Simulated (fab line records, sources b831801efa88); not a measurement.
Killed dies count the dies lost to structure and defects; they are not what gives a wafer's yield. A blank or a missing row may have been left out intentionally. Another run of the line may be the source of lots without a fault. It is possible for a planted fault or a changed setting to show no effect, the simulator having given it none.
Which tool did it? ; flow gf180mcu ; 24 lots, 72 wafers sampled, at 6 steps of a route of 602

## WHAT THE GAUGES SHOWED, per wafer
GF_M3_CD_MEAS_14 targets a cd of 280 nm.
lot;measured;on;cd_nm (nm)
L074;day 21 05:12;cd_sem-02;279.1 279.6 280.4
L075;day 21 13:12;cd_sem-01;279.1 278.8 277.9
L076;day 21 19:51;cd_sem-01;277.3 277.2 278.3
L077;day 22 11:01;cd_sem-02;279.6 280.0 279.3
L078;day 22 16:30;cd_sem-02;280.4 281.2 280.7
L079;day 22 23:14;cd_sem-01;280.2 279.1 280.5
L080;day 23 13:40;cd_sem-01;279.6 279.6 278.6
L081;day 23 20:22;cd_sem-01;278.7 276.8 278.3
L082;day 24 02:03;cd_sem-02;280.1 279.3 279.9
L083;day 24 14:51;cd_sem-01;280.1 280.3 280.3
L084;day 24 20:39;cd_sem-02;280.1 280.6 280.9
L085;day 25 06:07;cd_sem-01;277.5 278.0 278.3
L086;day 25 09:15;cd_sem-01;279.0 278.2 279.1
L087;day 26 03:22;cd_sem-02;280.3 280.8 280.6
L088;day 26 06:13;cd_sem-01;280.9 280.3 280.6
L089;day 26 14:36;cd_sem-01;281.0 280.9 280.9
L090;day 26 22:16;cd_sem-02;279.7 279.2 279.8
L091;day 27 02:57;cd_sem-02;280.5 280.0 280.1
L092;day 27 12:29;cd_sem-02;279.0 277.4 278.9
L093;day 27 19:01;cd_sem-01;282.5 282.3 280.5
L094;day 28 05:16;cd_sem-01;278.3 277.7 277.9
L095;day 28 10:26;cd_sem-01;279.4 279.6 279.9
L096;day 28 14:54;cd_sem-02;280.6 278.5 279.4
L097;day 28 18:15;cd_sem-02;282.1 280.7 282.5

GF_M3_OVL_MEAS_15.
lot;measured;on;M3_OVL (nm)
L074;day 21 05:19;overlay-02;1 1 0
L075;day 21 13:19;overlay-01;7 3 -6
L076;day 21 19:58;overlay-01;7 3 -7
L077;day 22 11:07;overlay-02;8 0 4
L078;day 22 16:37;overlay-02;-6 5 9
L079;day 22 23:20;overlay-02;2 1 0
L080;day 23 13:44;overlay-02;5 7 0
L081;day 23 20:28;overlay-01;1 -3 6
L082;day 24 02:10;overlay-02;4 0 6
L083;day 24 14:58;overlay-01;6 6 0
L084;day 24 20:46;overlay-01;-9 -14 -6
L085;day 25 06:13;overlay-02;-6 1 -8
L086;day 25 09:22;overlay-02;6 10 0
L087;day 26 03:28;overlay-01;0 12 6
L088;day 26 06:19;overlay-02;-1 -3 7
L089;day 26 14:43;overlay-01;0 9 2
L090;day 26 22:22;overlay-01;-3 1 -4
L091;day 27 03:04;overlay-02;2 -5 2
L092;day 27 12:37;overlay-02;5 1 -4
L093;day 27 19:07;overlay-02;-6 0 -7
L094;day 28 05:22;overlay-01;5 1 0
L095;day 28 10:34;overlay-01;-6 4 -1
L096;day 28 15:01;overlay-01;3 4 1
L097;day 28 18:20;overlay-02;10 11 9

GF_PASSIVATION_THK_MEAS_01.
lot;measured;on;PASSIVATION_CVD_00_THK (nm)
L074;day 28 01:39;film_metro-03;987 984 999
L075;day 28 09:52;film_metro-04;997 999 1005
L076;day 28 14:42;film_metro-03;992 982 1008
L077;day 29 02:09;film_metro-04;997 996 1021
L078;day 29 07:49;film_metro-02;1014 993 1018
L079;day 29 12:20;film_metro-03;1019 1015 1004
L080;day 30 00:26;film_metro-04;1008 1009 1006
L081;day 30 11:32;film_metro-02;983 1000 1009
L082;day 30 12:00;film_metro-03;996 1012 1009
L083;day 30 18:50;film_metro-02;988 985 996
L084;day 31 01:13;film_metro-03;998 1004 1014
L085;day 31 08:26;film_metro-02;996 998 1006
L086;day 31 11:02;film_metro-02;988 999 1003
L087;day 31 23:55;film_metro-04;995 997 1005
L088;day 32 03:10;film_metro-02;1009 1027 1016
L089;day 32 08:46;film_metro-02;989 984 1007
L090;day 32 21:46;film_metro-03;992 1002 1015
L091;day 32 22:14;film_metro-02;995 1011 1004
L092;day 33 03:01;film_metro-02;995 1010 1009
L093;day 33 08:58;film_metro-04;988 996 1002
L094;day 33 16:28;film_metro-03;977 980 988
L095;day 33 21:10;film_metro-04;983 995 999
L096;day 34 01:35;film_metro-04;980 1016 1003
L097;day 34 03:46;film_metro-02;1018 1015 1010

## TOOL THAT RAN EACH LOT (tool first, then ch and the chambers of the sampled wafers, then the start)
lot;GF_V4_SPUTTER_21;GF_MIM_SPUTTER_03;GF_V5_SPUTTER_21
L074;pvd_sputter-04, day 24 08:02;pvd_sputter-02, day 24 08:53;pvd_sputter-03, day 27 04:02
L075;pvd_sputter-04, day 24 17:26;pvd_sputter-01, day 24 18:21;pvd_sputter-04, day 27 12:47
L076;pvd_sputter-01, day 24 22:11;pvd_sputter-02, day 24 23:08;pvd_sputter-02, day 27 17:05
L077;pvd_sputter-04, day 25 11:55;pvd_sputter-03, day 25 12:56;pvd_sputter-03, day 28 05:17
L078;pvd_sputter-02, day 25 18:24;pvd_sputter-02, day 25 19:15;pvd_sputter-03, day 28 10:41
L079;pvd_sputter-04, day 26 00:28;pvd_sputter-01, day 26 01:19;pvd_sputter-02, day 28 15:47
L080;pvd_sputter-04, day 26 12:47;pvd_sputter-03, day 26 13:47;pvd_sputter-02, day 29 03:20
L081;pvd_sputter-04, day 26 19:34;pvd_sputter-01, day 26 20:25;pvd_sputter-03, day 29 10:28
L082;pvd_sputter-01, day 26 23:51;pvd_sputter-02, day 27 00:42;pvd_sputter-04, day 29 15:28
L083;pvd_sputter-02, day 27 11:16;pvd_sputter-03, day 27 12:16;pvd_sputter-02, day 30 01:17
L084;pvd_sputter-01, day 27 16:25;pvd_sputter-03, day 27 17:26;pvd_sputter-03, day 30 06:02
L085;pvd_sputter-01, day 28 00:55;pvd_sputter-03, day 28 01:46;pvd_sputter-02, day 30 12:43
L086;pvd_sputter-04, day 28 04:55;pvd_sputter-01, day 28 05:46;pvd_sputter-04, day 30 15:46
L087;pvd_sputter-02, day 28 20:37;pvd_sputter-01, day 28 21:28;pvd_sputter-03, day 31 04:55
L088;pvd_sputter-04, day 28 23:27;pvd_sputter-03, day 29 00:18;pvd_sputter-03, day 31 08:05
L089;pvd_sputter-01, day 29 06:52;pvd_sputter-03, day 29 07:43;pvd_sputter-02, day 31 14:41
L090;pvd_sputter-01, day 29 14:06;pvd_sputter-02, day 29 14:58;pvd_sputter-04, day 32 02:53
L091;pvd_sputter-02, day 29 18:21;pvd_sputter-03, day 29 19:12;pvd_sputter-04, day 32 04:17
L092;pvd_sputter-01, day 30 02:22;pvd_sputter-02, day 30 03:13;pvd_sputter-02, day 32 08:56
L093;pvd_sputter-01, day 30 08:43;pvd_sputter-01, day 30 09:34;pvd_sputter-04, day 32 15:41
L094;pvd_sputter-01, day 30 17:01;pvd_sputter-02, day 30 17:52;pvd_sputter-04, day 32 23:13
L095;pvd_sputter-04, day 30 22:26;pvd_sputter-02, day 30 23:18;pvd_sputter-03, day 33 03:11
L096;pvd_sputter-02, day 31 02:44;pvd_sputter-01, day 31 03:42;pvd_sputter-03, day 33 08:17
L097;pvd_sputter-02, day 31 06:47;pvd_sputter-01, day 31 07:39;pvd_sputter-02, day 33 10:53
- GF_V4_SPUTTER_21: material Ti, target thk 15 nm, time 80.02 s.
- GF_MIM_SPUTTER_03: material Ti, target thk 10 nm, time 6.7 s.
- GF_V5_SPUTTER_21: material Ti, target thk 15 nm, time 80.02 s.

## AS READ BY THE TOOLS THEMSELVES (means over the sampled wafers that have a number; for cases with no such wafer, the mark the record gives instead)
GF_V4_SPUTTER_21.
lot;tool;throttle_valve_pct (%)
L074;pvd_sputter-04;28.8
L075;pvd_sputter-04;28.8
L076;pvd_sputter-01;30.0
L077;pvd_sputter-04;28.8
L078;pvd_sputter-02;28.9
L079;pvd_sputter-04;27.9
L080;pvd_sputter-04;29.6
L081;pvd_sputter-04;28.8
L082;pvd_sputter-01;30.1
L083;pvd_sputter-02;29.5
L084;pvd_sputter-01;30.4
L085;pvd_sputter-01;30.1
L086;pvd_sputter-04;27.9
L087;pvd_sputter-02;29.7
L088;pvd_sputter-04;27.9
L089;pvd_sputter-01;30.5
L090;pvd_sputter-01;29.5
L091;pvd_sputter-02;29.5
L092;pvd_sputter-01;30.0
L093;pvd_sputter-01;29.9
L094;pvd_sputter-01;30.6
L095;pvd_sputter-04;29.7
L096;pvd_sputter-02;29.6
L097;pvd_sputter-02;29.5

GF_MIM_SPUTTER_03.
lot;tool;throttle_valve_pct (%)
L074;pvd_sputter-02;29.3
L075;pvd_sputter-01;30.7
L076;pvd_sputter-02;29.2
L077;pvd_sputter-03;30.3
L078;pvd_sputter-02;29.8
L079;pvd_sputter-01;30.5
L080;pvd_sputter-03;30.1
L081;pvd_sputter-01;29.9
L082;pvd_sputter-02;29.6
L083;pvd_sputter-03;31.2
L084;pvd_sputter-03;30.3
L085;pvd_sputter-03;30.2
L086;pvd_sputter-01;30.0
L087;pvd_sputter-01;30.6
L088;pvd_sputter-03;30.8
L089;pvd_sputter-03;29.5
L090;pvd_sputter-02;29.2
L091;pvd_sputter-03;31.3
L092;pvd_sputter-02;29.4
L093;pvd_sputter-01;30.0
L094;pvd_sputter-02;29.4
L095;pvd_sputter-02;29.5
L096;pvd_sputter-01;30.4
L097;pvd_sputter-01;29.8

GF_V5_SPUTTER_21.
lot;tool;throttle_valve_pct (%)
L074;pvd_sputter-03;29.7
L075;pvd_sputter-04;29.7
L076;pvd_sputter-02;29.5
L077;pvd_sputter-03;31.3
L078;pvd_sputter-03;31.3
L079;pvd_sputter-02;29.3
L080;pvd_sputter-02;29.7
L081;pvd_sputter-03;30.3
L082;pvd_sputter-04;29.6
L083;pvd_sputter-02;29.3
L084;pvd_sputter-03;30.9
L085;pvd_sputter-02;29.3
L086;pvd_sputter-04;28.9
L087;pvd_sputter-03;29.8
L088;pvd_sputter-03;30.8
L089;pvd_sputter-02;29.5
L090;pvd_sputter-04;28.9
L091;pvd_sputter-04;29.8
L092;pvd_sputter-02;29.2
L093;pvd_sputter-04;29.0
L094;pvd_sputter-04;29.7
L095;pvd_sputter-03;31.8
L096;pvd_sputter-03;31.7
L097;pvd_sputter-02;29.3

## THE ANSWER, worked out from the rows above alone
Rule: the lots themselves supply what counts as usual. The widest of any qualifying gaps counts: lots, ordered by their means at a reading, are off when they make up no more than a third of the lots, leave a main group of 4 or more, and stand apart from it by 3 or more times the standard deviation of that group's means. Not used: any main group whose means are identical at the precision the tables above print for the reading. A lot without any number at a reading at which 4 lots or more have one is off too. All remaining lots with rows at the step are treated as sound. Order of review: gauges by route order, followed by the tools' own readings, for which a lot's mean as printed above is used. At the first step where some lot is off, the reading lying furthest off is the one used; lots without a number count as furthest.
None of the lots is off at any reading shown; this tells nothing.

## WHAT WAS PUT IN BY THE SIMULATOR
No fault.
